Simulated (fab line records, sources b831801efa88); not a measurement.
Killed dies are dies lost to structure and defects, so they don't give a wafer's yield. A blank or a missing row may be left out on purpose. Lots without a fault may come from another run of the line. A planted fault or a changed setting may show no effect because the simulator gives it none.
Chamber matching | flow sky130 | SKY_CONTACT_CMP_04 on cmp-01: 4 sister chambers
The step polishes SiO2. 39 wafers are shown with their chamber, then 12 later ones without.

WAFERS WITH THEIR CHAMBER
wafer  | chamber | motor_current_A (A) | time_to_endpoint_s (s)
L074.2 | 3       | 13.1                | 82
L074.3 | 0       | 11.2                | 81
L074.4 | 2       | 10.4                | 81
L075.3 | 3       | 13.7                | 82
L075.5 | 3       | 13.3                | 77
L075.6 | 2       | 11.0                | 82
L076.2 | 2       | 10.7                | 84
L076.4 | 1       | 13.4                | 83
L076.6 | 3       | 12.9                | 81
L077.1 | 3       | 13.7                | 88
L077.3 | 2       | 11.0                | 85
L077.5 | 0       | 10.8                | 86
L080.1 | 3       | 13.3                | 84
L080.3 | 2       | 11.0                | 83
L080.5 | 3       | 13.5                | 82
L081.1 | 2       | 10.7                | 80
L081.2 | 1       | 13.9                | 78
L081.4 | 0       | 11.0                | 83
L081.3 | 3       | 12.7                | 77
L081.5 | 0       | 11.4                | 83
L081.6 | 1       | 13.2                | 81
L082.2 | 0       | 10.8                | 82
L082.4 | 3       | 13.0                | 73
L082.6 | 0       | 10.9                | 78
L085.2 | 3       | 13.8                | 81
L085.3 | 2       | 10.2                | 79
L085.4 | 1       | 13.2                | 80
L086.4 | 3       | 14.3                | 75
L086.5 | 3       | 13.8                | 77
L086.6 | 2       | 10.1                | 74
L088.1 | 1       | 13.4                | 85
L088.3 | 0       | 10.9                | 82
L088.4 | 2       | 10.5                | 77
L089.1 | 2       | 10.7                | 86
L089.4 | 3       | 13.6                | 82
L089.6 | 0       | 10.5                | 85
L089.2 | 1       | 13.9                | 80
L089.3 | 0       | 10.9                | 87
L089.5 | 3       | 13.7                | 78

SIGNATURES (means of the wafers above)
reading            | chamber 0 | chamber 1 | chamber 2 | chamber 3 | scatter within a chamber
motor_current_A    | 10.933    | 13.500    | 10.630    | 13.457    | 0.355
time_to_endpoint_s | 83.00     | 81.17     | 81.10     | 79.93     | 3.46
Rule: a wafer's distance from a chamber is the root of the sum, over the readings, of the square of ((its reading less the chamber's mean) divided by the reading's scatter). The wafer belongs to the nearest chamber; if the next one is less than 2 further off, it can't be placed. The scatter: the root of (the sum of the squares of (reading less its chamber's mean) over the shown wafers, divided by (wafers less chambers)).

WAFERS WITHOUT THEIR CHAMBER
wafer  | motor_current_A (A) | time_to_endpoint_s (s)
L090.2 | 10.5                | 82
L090.3 | 13.9                | 82
L090.6 | 13.5                | 86
L095.1 | 11.0                | 79
L095.4 | 10.5                | 78
L095.5 | 13.1                | 81
L096.1 | 13.8                | 84
L096.3 | 10.2                | 83
L096.4 | 13.9                | 81
L096.2 | 10.6                | 79
L096.5 | 10.5                | 78
L096.6 | 13.9                | 79

WHICH CHAMBER EACH WENT THROUGH
wafer  | from the rows above     | in truth
L090.2 | can't be placed: 2 or 0 | 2
L090.3 | can't be placed: 1 or 3 | 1
L090.6 | can't be placed: 1 or 3 | 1
L095.1 | can't be placed: 0 or 2 | 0
L095.4 | can't be placed: 2 or 0 | 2
L095.5 | can't be placed: 3 or 1 | 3
L096.1 | can't be placed: 1 or 3 | 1
L096.3 | can't be placed: 2 or 0 | 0
L096.4 | can't be placed: 1 or 3 | 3
L096.2 | can't be placed: 2 or 0 | 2
L096.5 | can't be placed: 2 or 0 | 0
L096.6 | can't be placed: 3 or 1 | 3
Placed correctly: 0 of 12. Can't be placed from these rows: 12 (the true chamber is among the candidates in 12). Placed wrongly: 0.
